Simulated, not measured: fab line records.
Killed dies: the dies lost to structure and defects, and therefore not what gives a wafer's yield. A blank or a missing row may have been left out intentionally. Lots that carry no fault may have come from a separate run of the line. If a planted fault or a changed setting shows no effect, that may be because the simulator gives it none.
fab line records ; flow sky130
record: lots: 14; wafers: 42; lastDay: 50
route steps=708 shown METAL4@635 VIA4@652 METAL5@676 PASSIVATION@682
lots that met no fault: taken from a fault-free run of the same line
startH: hours from the record's opening day to when the first of the lot's shown wafers began ; waitH: hours since the lot's step before ; " the same as in the row above ; L1.1+2: one row covering several wafers at once ; - no value, or no start given ; * or withheld: withheld ; < > ~ a bound
route shown NAME@n: NAME is a module with steps in the file, n the number in the route of the first one ; usual: average and standard deviation across the fault-free wafers ; same: alike in all rows ; chamber/n: place in a boat ; sites: the reading at each site ; _std_site: how widely they spread, as a standard deviation ; _edge_site: inner sites' mean taken away from outer sites' mean ; radiusMm: how far each site lies from the wafer's centre ; mask NAME#n: copy n ; behind: the last tool/chamber to shape the wafer ; hold: why the lot went on hold/how many hours it stayed there/how the hold came to an end ; device: the n, p or np transistor that did not switch ; end of line: the route-end tests of the same wafers ; for a step that has no rows: nothing shown but its recipe ; killed: not the wafer's yield, but the dies lost to structure and defects at the first sort ; map: the dies of a wafer, with x for killed, . for not killed, _ for no die there
set.NAME: the setting the step ran with; set.NAME@STEP: the setting that earlier step ran with ; model.NAME: the simulator's own value behind a step, which no gauge read
one table for each step of the route and one row for each wafer, over a sample of lots
services: a tool's chamber out of use, with start hour (startH, from the record's first day; less than 0 if before it), hours out, and reason
== steps ==
step: SKY_METAL4_STRIP_19
recipe: chemistry: O2/N2; powerW: 1400; pressureMtorr: 1500; platenTempC: withheld; o2FlowSccm: 3000; n2FlowSccm: 300; overashFraction: 0.5
usual: drypumpMotorCurrentA: 5.6/0.33; oesProductAu: 0.502/0.0058; stripTimeToEndpointS: 6.52/0.072
lot.wafer;tool;chamber;startH;waitH;drypumpMotorCurrentA;oesProductAu;rfHoursCounterH;stripTimeToEndpointS
L381.2;plasmaAsher-03;0;969.63;0.1;5.4;0.500;85;6.42
L381.3;plasmaAsher-03;1;969.63;0.1;5.5;0.488;-;6.40
L381.4;plasmaAsher-03;0;969.63;0.1;5.4;0.498;-;6.45
L382.3;plasmaAsher-04;0;976.08;0.1;5.8;0.502;-;6.43
L382.4;plasmaAsher-04;1;976.08;0.1;5.8;0.494;-;6.44
L382.5;plasmaAsher-04;1;976.08;0.1;5.8;0.499;-;6.40
L383.1;plasmaAsher-03;1;986.30;0.1;5.5;0.490;87;6.44
L383.2;plasmaAsher-03;0;986.30;0.1;5.4;0.500;87;6.42
L383.6;plasmaAsher-03;0;986.30;0.1;5.4;0.491;-;6.46
L384.1;plasmaAsher-02;1;991.98;0.1;5.0;0.510;56;6.58
L384.5;plasmaAsher-02;1;991.98;0.1;5.0;0.519;-;6.65
L384.6;plasmaAsher-02;0;991.98;0.1;6.0;0.502;-;6.59
L385.1;plasmaAsher-02;0;997.48;0.1;6.0;0.500;57;6.50
L385.2;plasmaAsher-02;1;997.48;0.1;5.0;0.498;57;6.49
L385.3;plasmaAsher-02;0;997.48;0.1;6.0;0.500;-;6.50
L386.2;plasmaAsher-03;1;1037.89;0.1;5.5;0.505;91;6.48
L386.5;plasmaAsher-03;1;1037.89;0.1;5.5;0.503;-;6.52
L386.6;plasmaAsher-03;0;1037.89;0.1;5.4;0.510;-;6.67
L388.1;plasmaAsher-03;1;1038.89;0.1;5.5;0.512;92;6.50
L388.3;plasmaAsher-03;0;1038.89;0.1;5.4;0.502;-;6.50
L388.4;plasmaAsher-03;1;1038.89;0.1;5.5;0.507;-;6.52
L392.4;plasmaAsher-04;1;1063.07;0.1;5.8;0.509;-;6.62
L392.5;plasmaAsher-04;0;1063.07;0.1;5.8;0.507;-;6.56
L392.6;plasmaAsher-04;1;1063.07;0.1;5.8;0.506;-;6.57
L395.1;plasmaAsher-04;1;1078.65;0.1;5.8;0.502;33;6.48
L395.4;plasmaAsher-04;1;1078.65;0.1;5.8;0.500;-;6.51
L395.5;plasmaAsher-04;1;1078.65;0.1;5.8;0.507;-;6.58
L399.3;plasmaAsher-02;0;1105.13;0.1;6.0;0.497;-;6.49
L399.4;plasmaAsher-02;1;1105.13;0.1;5.0;0.506;-;6.61
L399.5;plasmaAsher-02;0;1105.13;0.1;6.0;0.499;-;6.45
L400.2;plasmaAsher-03;0;1113.29;0.1;5.4;0.499;99;6.55
L400.3;plasmaAsher-03;1;1113.29;0.1;5.5;0.503;-;6.59
L400.4;plasmaAsher-03;0;1113.29;0.1;5.4;0.503;-;6.63
L402.3;plasmaAsher-03;0;1126.28;0.1;5.4;0.500;-;6.45
L402.4;plasmaAsher-03;1;1126.28;0.1;5.5;0.497;-;6.57
L402.5;plasmaAsher-03;1;1126.28;0.1;5.5;0.501;-;6.49
L403.1;plasmaAsher-04;0;1127.99;0.1;5.8;0.501;38;6.57
L403.3;plasmaAsher-04;0;1127.99;0.1;5.8;0.511;-;6.62
L403.5;plasmaAsher-04;0;1127.99;0.1;5.8;0.514;-;6.63
L404.1;plasmaAsher-03;0;1139.75;0.1;5.4;0.513;102;6.56
L404.2;plasmaAsher-03;1;1139.75;0.1;5.5;0.512;102;6.77
L404.3;plasmaAsher-03;0;1139.75;0.1;5.4;0.512;-;6.68
step: SKY_VIA4_STRIP_13
recipe: chemistry: O2/N2; powerW: 1400; pressureMtorr: 1500; platenTempC: withheld; o2FlowSccm: 3000; n2FlowSccm: 300; overashFraction: 0.5
usual: drypumpMotorCurrentA: 5.66/0.2; oesProductAu: 0.709/0.0046; stripTimeToEndpointS: 12.81/0.031
lot.wafer;tool;chamber;startH;waitH;drypumpMotorCurrentA;oesProductAu;rfHoursCounterH;stripTimeToEndpointS
L381.2;plasmaAsher-03;0;994.77;-;5.39;0.709;88;12.79
L381.3;plasmaAsher-03;1;994.77;-;5.49;0.716;-;12.80
L381.4;plasmaAsher-03;0;994.77;-;5.38;0.710;-;12.80
L382.3;plasmaAsher-03;0;998.82;-;5.39;0.712;-;12.78
L382.4;plasmaAsher-03;1;998.82;-;5.46;0.714;-;12.81
L382.5;plasmaAsher-03;1;998.82;-;5.44;0.703;-;12.79
L383.1;plasmaAsher-01;0;1011.23;-;5.49;0.703;120;12.76
L383.2;plasmaAsher-01;1;1011.23;-;5.90;0.707;120;12.82
L383.6;plasmaAsher-01;1;1011.23;-;5.88;0.712;-;12.82
L384.1;plasmaAsher-01;0;1017.53;-;5.48;0.706;121;12.84
L384.5;plasmaAsher-01;1;1017.53;-;5.88;0.705;-;12.87
L384.6;plasmaAsher-01;0;1017.53;-;5.50;0.706;-;12.83
L385.1;plasmaAsher-04;0;1020.21;-;5.84;0.706;27;12.78
L385.2;plasmaAsher-04;1;1020.21;-;5.82;0.707;27;12.80
L385.3;plasmaAsher-04;0;1020.21;-;5.84;0.705;-;12.82
L386.2;plasmaAsher-04;1;1060.57;-;5.82;0.708;31;12.81
L386.5;plasmaAsher-04;0;1060.57;-;5.81;0.713;-;12.83
L386.6;plasmaAsher-04;1;1060.57;-;5.82;0.706;-;12.79
L388.1;plasmaAsher-04;0;1062.02;-;5.86;0.707;31;12.76
L388.3;plasmaAsher-04;0;1062.02;-;5.84;0.714;-;12.78
L388.4;plasmaAsher-04;1;1062.02;-;5.81;0.705;-;12.77
L392.4;plasmaAsher-04;1;1085.25;-;5.81;0.716;-;12.84
L392.5;plasmaAsher-04;0;1085.25;-;5.81;0.707;-;12.79
L392.6;plasmaAsher-04;1;1085.25;-;5.81;0.716;-;12.78
L395.1;plasmaAsher-04;0;1099.97;-;5.86;0.711;35;12.78
L395.4;plasmaAsher-04;0;1099.97;-;5.85;0.724;-;12.76
L395.5;plasmaAsher-04;0;1099.97;-;5.85;0.705;-;12.82
L399.3;plasmaAsher-03;1;1126.94;-;5.49;0.710;-;12.85
L399.4;plasmaAsher-03;0;1126.94;-;5.38;0.711;-;12.79
L399.5;plasmaAsher-03;1;1126.94;-;5.48;0.710;-;12.80
L400.2;plasmaAsher-01;0;1134.42;-;5.48;0.712;7;12.82
L400.3;plasmaAsher-01;1;1134.42;-;5.89;0.713;-;12.82
L400.4;plasmaAsher-01;0;1134.42;-;5.48;0.713;-;12.81
L402.3;plasmaAsher-01;1;1146.25;-;5.86;0.702;-;12.88
L402.4;plasmaAsher-01;0;1146.25;-;5.47;0.702;-;12.88
L402.5;plasmaAsher-01;0;1146.25;-;5.48;0.707;-;12.90
L403.1;plasmaAsher-01;1;1148.24;-;5.89;0.705;8;12.82
L403.3;plasmaAsher-01;1;1148.24;-;5.90;0.711;-;12.82
L403.5;plasmaAsher-01;1;1148.24;-;5.88;0.709;-;12.81
L404.1;plasmaAsher-03;0;1158.37;-;5.38;0.713;104;12.82
L404.2;plasmaAsher-03;1;1158.37;-;5.47;0.712;104;12.77
L404.3;plasmaAsher-03;1;1158.37;-;5.47;0.706;-;12.76
step: SKY_METAL5_METAL_ETCH_15
recipe: targetDepthA: 12600; stopOn: SiO2; overEtchFrac: 0.1843; timeS: 252; chemistry: Cl2/BCl3; resistSidewallDeg: 86; pressureMtorr: 10; icpW: 900; biasW: 48.5; Cl2_flow_sccm: 60; bcl3FlowSccm: 30
usual: biasW: 48.50/0.14; drypumpMotorCurrentA: 5.4/0.4; oesProductAu: 0.901/0.0052; rfFwdPowerW: 897.2/2.8; throttleValvePct: 22.265/0.009
same: overEtchFrac: 0.1843
lot.wafer;tool;chamber;startH;waitH;biasW;drypumpMotorCurrentA;oesProductAu;rfFwdPowerW;rfHoursCounterH;throttleValvePct
L381.2;rieMetal-04;0;1018.45;0.0;48.65;5.7;0.898;897.2;14;22.267
L381.3;rieMetal-04;1;1018.45;0.0;48.40;6.0;0.903;895.4;-;22.247
L381.4;rieMetal-04;0;1018.45;0.0;48.76;5.7;0.907;897.1;-;22.253
L382.3;rieMetal-04;0;1022.46;0.1;48.59;5.7;0.897;898.6;-;22.269
L382.4;rieMetal-04;1;1022.46;0.1;48.36;6.1;0.904;897.5;-;22.281
L382.5;rieMetal-04;1;1022.46;0.1;48.53;6.0;0.901;898.3;-;22.281
L383.1;rieMetal-02;0;1034.38;0.0;48.55;4.9;0.910;897.9;11;22.252
L383.2;rieMetal-02;1;1034.38;0.0;48.30;5.1;0.902;891.4;10;22.262
L383.6;rieMetal-02;0;1034.38;0.0;48.59;4.9;0.897;897.7;-;22.269
L384.1;rieMetal-01;0;1041.36;0.0;48.28;5.3;0.902;895.3;18;22.259
L384.5;rieMetal-01;0;1041.36;0.0;48.31;5.3;0.910;894.9;-;22.258
L384.6;rieMetal-01;1;1041.36;0.0;48.37;5.7;0.900;895.1;-;22.269
L385.1;rieMetal-02;0;1043.61;0.0;48.69;4.9;0.897;896.9;12;22.251
L385.2;rieMetal-02;1;1043.61;0.0;48.35;5.1;0.897;895.8;11;22.265
L385.3;rieMetal-02;0;1043.61;0.0;48.51;4.9;0.911;902.0;-;22.263
L386.2;rieMetal-01;0;1082.28;0.0;48.39;5.3;0.903;896.7;19;22.267
L386.5;rieMetal-01;1;1082.28;0.0;48.54;5.7;0.909;900.8;-;22.260
L386.6;rieMetal-01;0;1082.28;0.0;48.42;5.3;0.896;894.4;-;22.269
L388.1;rieMetal-02;0;1084.06;0.0;48.60;4.9;0.900;900.8;15;22.259
L388.3;rieMetal-02;0;1084.06;0.0;48.62;4.9;0.894;900.7;-;22.255
L388.4;rieMetal-02;1;1084.06;0.0;48.45;5.1;0.903;894.7;-;22.269
L392.4;rieMetal-02;1;1107.14;0.1;48.59;5.1;0.900;750.7;-;22.271
L392.5;rieMetal-02;1;1107.14;0.1;48.46;5.1;0.905;753.8;-;22.263
L392.6;rieMetal-02;0;1107.14;0.1;48.57;4.9;0.902;754.1;-;22.257
L395.1;rieMetal-02;1;1121.65;0.0;48.60;5.1;0.897;751.0;17;22.265
L395.4;rieMetal-02;1;1121.65;0.0;48.53;5.1;0.895;752.0;-;22.262
L395.5;rieMetal-02;0;1121.65;0.0;48.37;4.8;0.895;757.5;-;22.267
L399.3;rieMetal-04;0;1147.14;0.1;48.75;5.7;0.904;898.4;-;22.269
L399.4;rieMetal-04;1;1147.14;0.1;48.49;6.0;0.894;899.3;-;22.260
L399.5;rieMetal-04;1;1147.14;0.1;48.41;6.0;0.898;902.1;-;22.270
L400.2;rieMetal-04;0;1153.43;0.0;48.61;5.7;0.902;900.5;23;22.270
L400.3;rieMetal-04;1;1153.43;0.0;48.62;6.0;0.902;893.8;-;22.278
L400.4;rieMetal-04;0;1153.43;0.0;48.48;5.7;0.900;901.7;-;22.268
L402.3;rieMetal-01;0;1165.58;0.1;48.70;5.3;0.902;898.8;-;22.250
L402.4;rieMetal-01;1;1165.58;0.1;48.54;5.7;0.909;897.1;-;22.276
L402.5;rieMetal-01;0;1165.58;0.1;48.46;5.3;0.893;896.7;-;22.266
L403.1;rieMetal-01;0;1167.06;0.0;48.45;5.3;0.896;893.0;26;22.256
L403.3;rieMetal-01;1;1167.06;0.0;48.67;5.7;0.899;901.5;-;22.270
L403.5;rieMetal-01;1;1167.06;0.0;48.63;5.7;0.902;901.4;-;22.264
L404.1;rieMetal-04;0;1177.20;0.0;48.46;5.7;0.903;899.8;25;22.269
L404.2;rieMetal-04;1;1177.20;0.0;48.60;6.0;0.903;898.4;21;22.262
L404.3;rieMetal-04;1;1177.20;0.0;48.47;6.0;0.892;894.5;-;22.261
step: SKY_METAL5_STRIP_16
recipe: chemistry: O2/N2; powerW: 1400; pressureMtorr: 1500; platenTempC: withheld; o2FlowSccm: 3000; n2FlowSccm: 300; overashFraction: 0.5
usual: drypumpMotorCurrentA: 5.5/0.34; oesProductAu: 0.710/0.0048; stripTimeToEndpointS: 13.17/0.12
lot.wafer;tool;chamber;startH;waitH;drypumpMotorCurrentA;oesProductAu;rfHoursCounterH;stripTimeToEndpointS
L381.2;plasmaAsher-01;1;1018.68;0.2;5.9;0.710;121;13.28
L381.3;plasmaAsher-01;1;1018.68;0.2;5.9;0.709;-;13.07
L381.4;plasmaAsher-01;0;1018.68;0.2;5.5;0.710;-;13.24
L382.3;plasmaAsher-02;1;1022.65;0.1;5.0;0.712;-;13.10
L382.4;plasmaAsher-02;0;1022.65;0.1;5.9;0.710;-;13.03
L382.5;plasmaAsher-02;1;1022.65;0.1;5.0;0.713;-;12.92
L383.1;plasmaAsher-01;0;1034.62;0.2;5.5;0.711;122;13.30
L383.2;plasmaAsher-01;1;1034.62;0.2;5.9;0.716;122;13.24
L383.6;plasmaAsher-01;0;1034.62;0.2;5.5;0.714;-;13.14
L384.1;plasmaAsher-02;1;1041.59;0.2;5.0;0.719;61;13.13
L384.5;plasmaAsher-02;1;1041.59;0.2;5.0;0.706;-;13.24
L384.6;plasmaAsher-02;0;1041.59;0.2;6.0;0.712;-;13.35
L385.1;plasmaAsher-03;0;1043.84;0.2;5.4;0.708;92;13.22
L385.2;plasmaAsher-03;1;1043.84;0.2;5.5;0.722;92;13.22
L385.3;plasmaAsher-03;0;1043.84;0.2;5.4;0.716;-;13.18
L386.2;plasmaAsher-02;0;1082.52;0.2;6.0;0.709;65;12.98
L386.5;plasmaAsher-02;1;1082.52;0.2;5.0;0.706;-;13.26
L386.6;plasmaAsher-02;0;1082.52;0.2;6.0;0.698;-;12.95
L388.1;plasmaAsher-01;0;1084.29;0.2;5.5;0.712;2;13.22
L388.3;plasmaAsher-01;0;1084.29;0.2;5.5;0.710;-;13.21
L388.4;plasmaAsher-01;1;1084.29;0.2;5.9;0.719;-;13.15
L392.4;plasmaAsher-03;0;1107.33;0.1;5.4;0.717;-;14.37
L392.5;plasmaAsher-03;1;1107.33;0.1;5.5;0.720;-;14.29
L392.6;plasmaAsher-03;0;1107.33;0.1;5.4;0.708;-;14.39
L395.1;plasmaAsher-03;1;1121.88;0.2;5.5;0.708;100;14.53
L395.4;plasmaAsher-03;0;1121.88;0.2;5.4;0.701;-;14.52
L395.5;plasmaAsher-03;0;1121.88;0.2;5.4;0.712;-;14.53
L399.3;plasmaAsher-02;0;1147.33;0.1;6.0;0.713;-;13.26
L399.4;plasmaAsher-02;1;1147.33;0.1;5.0;0.706;-;13.20
L399.5;plasmaAsher-02;1;1147.33;0.1;5.0;0.703;-;13.08
L400.2;plasmaAsher-03;1;1153.67;0.2;5.5;0.709;103;13.18
L400.3;plasmaAsher-03;0;1153.67;0.2;5.4;0.709;-;13.08
L400.4;plasmaAsher-03;1;1153.67;0.2;5.5;0.714;-;13.08
L402.3;plasmaAsher-02;0;1165.77;0.1;6.0;0.711;-;13.21
L402.4;plasmaAsher-02;1;1165.77;0.1;5.0;0.713;-;13.27
L402.5;plasmaAsher-02;1;1165.77;0.1;5.0;0.714;-;13.04
L403.1;plasmaAsher-03;1;1167.30;0.2;5.5;0.704;105;13.13
L403.3;plasmaAsher-03;1;1167.30;0.2;5.5;0.711;-;13.24
L403.5;plasmaAsher-03;1;1167.30;0.2;5.5;0.707;-;13.20
L404.1;plasmaAsher-01;1;1177.43;0.2;6.0;0.713;11;13.10
L404.2;plasmaAsher-01;0;1177.43;0.2;5.5;0.709;11;12.91
L404.3;plasmaAsher-01;0;1177.43;0.2;5.5;0.711;-;12.91
step: SKY_PASSIVATION_THK_MEAS_01
recipe: reads: SiO2_of_PASSIVATION_CVD_00
usual: PASSIVATION_CVD_00_THK: 89.8/1.1
lot.wafer;tool;chamber;startH;waitH;PASSIVATION_CVD_00_THK[nm]
L381.2;filmMetro-02;-;1019.32;-;88.7
L381.3;filmMetro-02;-;1019.32;-;89.5
L381.4;filmMetro-02;-;1019.32;-;90.4
L382.3;filmMetro-04;-;1023.31;-;89.7
L382.4;filmMetro-04;-;1023.31;-;92.2
L382.5;filmMetro-04;-;1023.31;-;91.5
L383.1;filmMetro-03;-;1035.23;-;89.9
L383.2;filmMetro-03;-;1035.23;-;89.0
L383.6;filmMetro-03;-;1035.23;-;90.7
L384.1;filmMetro-03;-;1042.25;-;90.3
L384.5;filmMetro-03;-;1042.25;-;91.2
L384.6;filmMetro-03;-;1042.25;-;91.0
L385.1;filmMetro-04;-;1044.46;-;89.0
L385.2;filmMetro-04;-;1044.46;-;88.9
L385.3;filmMetro-04;-;1044.46;-;87.8
L386.2;filmMetro-04;-;1083.14;-;90.7
L386.5;filmMetro-04;-;1083.14;-;90.3
L386.6;filmMetro-04;-;1083.14;-;91.5
L388.1;filmMetro-03;-;1084.95;-;88.7
L388.3;filmMetro-03;-;1084.95;-;88.7
L388.4;filmMetro-03;-;1084.95;-;90.2
L392.4;filmMetro-04;-;1107.94;-;90.3
L392.5;filmMetro-04;-;1107.94;-;88.6
L392.6;filmMetro-04;-;1107.94;-;89.2
L395.1;filmMetro-04;-;1122.50;-;89.3
L395.4;filmMetro-04;-;1122.50;-;90.2
L395.5;filmMetro-04;-;1122.50;-;90.6
L399.3;filmMetro-04;-;1147.98;-;88.0
L399.4;filmMetro-04;-;1147.98;-;90.0
L399.5;filmMetro-04;-;1147.98;-;90.2
L400.2;filmMetro-02;-;1154.37;-;89.8
L400.3;filmMetro-02;-;1154.37;-;90.0
L400.4;filmMetro-02;-;1154.37;-;91.3
L402.3;filmMetro-02;-;1166.37;-;88.5
L402.4;filmMetro-02;-;1166.37;-;91.1
L402.5;filmMetro-02;-;1166.37;-;90.5
L403.1;filmMetro-02;-;1167.91;-;88.4
L403.3;filmMetro-02;-;1167.91;-;88.6
L403.5;filmMetro-02;-;1167.91;-;89.3
L404.1;filmMetro-04;-;1178.18;-;88.4
L404.2;filmMetro-04;-;1178.18;-;88.7
L404.3;filmMetro-04;-;1178.18;-;89.5
== services ==
tool;chamber;startH;hours;kind
rieMetal-04;-;967.80;1.4;repair
rieMetal-01;-;993.61;0.2;repair
rieMetal-02;-;994.45;1.2;repair
rieMetal-02;1;998.34;22.1;repair
rieMetal-01;-;1003.69;1.4;pm
rieMetal-02;0;1015.91;9.0;repair
plasmaAsher-01;-;1055.25;9.0;pm
plasmaAsher-01;0;1055.25;9.0;ventCycle
plasmaAsher-01;1;1055.25;9.0;ventCycle
plasmaAsher-02;-;1060.20;0.7;repair
rieMetal-01;-;1062.38;15.6;pm
plasmaAsher-01;0;1064.25;-;clean
plasmaAsher-01;1;1064.25;-;clean
rieMetal-02;-;1071.55;0.4;repair
rieMetal-02;1;1115.28;3.5;repair
rieMetal-04;-;1137.39;0.4;repair
== key ==
firstSign: step: SKY_METAL5_METAL_ETCH_15; reading: rfFwdPowerW; direction: down; sigmas: 51; usual: 897.2; struck: 753.2
effect: step: SKY_METAL5_STRIP_16; reading: stripTimeToEndpointS; direction: up; sigmas: 11; usual: *; struck: *
metAt SKY_METAL5_METAL_ETCH_15
struckLots L392,L395
sortLeftOut L392.4,L392.5,L392.6,L395.1,L395.4,L395.5
notActingAt SKY_METAL4_STRIP_19,SKY_VIA4_STRIP_13,SKY_PASSIVATION_THK_MEAS_01
onsetBetween 1084.06 1107.14
fault: kind: processParameterDrift; tool: rieMetal-02; chamber: -; onsetH: 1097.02; steps: SKY_METAL5_METAL_ETCH_15; channel: icpW; offset: -144; shape: step; endH: 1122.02; actsIn: theseRecipesOnly; stated: 900
sortLeftOut: the simulated sort isn't trusted on such a fault, so these wafers' sort isn't shown, and their yield isn't known
